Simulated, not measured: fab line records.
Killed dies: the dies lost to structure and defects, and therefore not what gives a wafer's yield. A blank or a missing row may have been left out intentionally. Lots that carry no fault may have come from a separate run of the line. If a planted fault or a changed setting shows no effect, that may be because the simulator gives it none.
Which of the tools did it? + flow gf180mcu + 7 lots, 21 wafers sampled, at 4 steps of a route of 602

== WHAT THE GAUGES READ, wafer by wafer ==
GF_V5_THK_MEAS_25: measures by xrf.
| lot  | measured     | on           | V5_W_THK (nm)     |
|------|--------------|--------------|-------------------|
| L640 | day 27 16:48 | filmMetro-03 | 334.5 331.8 336.0 |
| L642 | day 28 09:34 | filmMetro-02 | 342.7 339.9 338.6 |
| L645 | day 29 08:48 | filmMetro-02 | 337.7 343.1 345.3 |
| L648 | day 30 11:12 | filmMetro-02 | 337.3 336.1 344.1 |
| L653 | day 31 14:50 | filmMetro-02 | 338.5 342.1 337.0 |
| L658 | day 33 00:03 | filmMetro-03 | 336.5 333.3 332.1 |
| L662 | day 33 21:32 | filmMetro-04 | 340.5 337.8 332.8 |

== EACH LOT AND THE TOOL THAT RAN IT (in order: tool; ch and the chambers of the sampled wafers; start) ==
| lot  | GF_V5_SPUTTER_21            | GF_V5_SPUTTER_22            | GF_V5_CVD_23                 |
|------|-----------------------------|-----------------------------|------------------------------|
| L640 | pvdSputter-04, day 27 16:28 | pvdSputter-04, day 27 16:32 | cvdW-02 ch 0,1, day 27 16:34 |
| L642 | pvdSputter-01, day 28 09:14 | pvdSputter-01, day 28 09:18 | cvdW-01 ch 0,1, day 28 09:20 |
| L645 | pvdSputter-01, day 29 08:28 | pvdSputter-01, day 29 08:32 | cvdW-02 ch 0, day 29 08:34   |
| L648 | pvdSputter-02, day 30 10:52 | pvdSputter-02, day 30 10:56 | cvdW-02 ch 0, day 30 10:58   |
| L653 | pvdSputter-02, day 31 14:29 | pvdSputter-02, day 31 14:32 | cvdW-01 ch 0,1, day 31 14:37 |
| L658 | pvdSputter-04, day 32 23:43 | pvdSputter-04, day 32 23:47 | cvdW-01 ch 0,1, day 32 23:49 |
| L662 | pvdSputter-04, day 33 21:11 | pvdSputter-04, day 33 21:16 | cvdW-02 ch 0,1, day 33 21:17 |
- GF_V5_SPUTTER_21: material Ti, target thk 15 nm, time 80.02 s.
- GF_V5_SPUTTER_22: material TiN, target thk 10 nm, time 40 s.
- GF_V5_CVD_23: deposits W, target thk 350 nm, time 104.9 s.

== THE ANSWER, worked out from the rows above alone ==
Rule: usual is defined by the lots themselves. Put in order of their means at a reading, lots are off if they are a third of the lots or fewer, leave a main group of 4 or more, and stand apart from it by a gap of 3 or more times the standard deviation of the main group's means; of several such gaps the widest counts. If all means in a main group match to the digits the tables above print for the reading, that group is not used. A lot without any number at a reading at which 4 lots or more have one is off too. All remaining lots with rows at the step are treated as sound.
Across all readings shown, no lot is off: no conclusion can be drawn from this.

== WHAT THE SIMULATOR PUT IN ==
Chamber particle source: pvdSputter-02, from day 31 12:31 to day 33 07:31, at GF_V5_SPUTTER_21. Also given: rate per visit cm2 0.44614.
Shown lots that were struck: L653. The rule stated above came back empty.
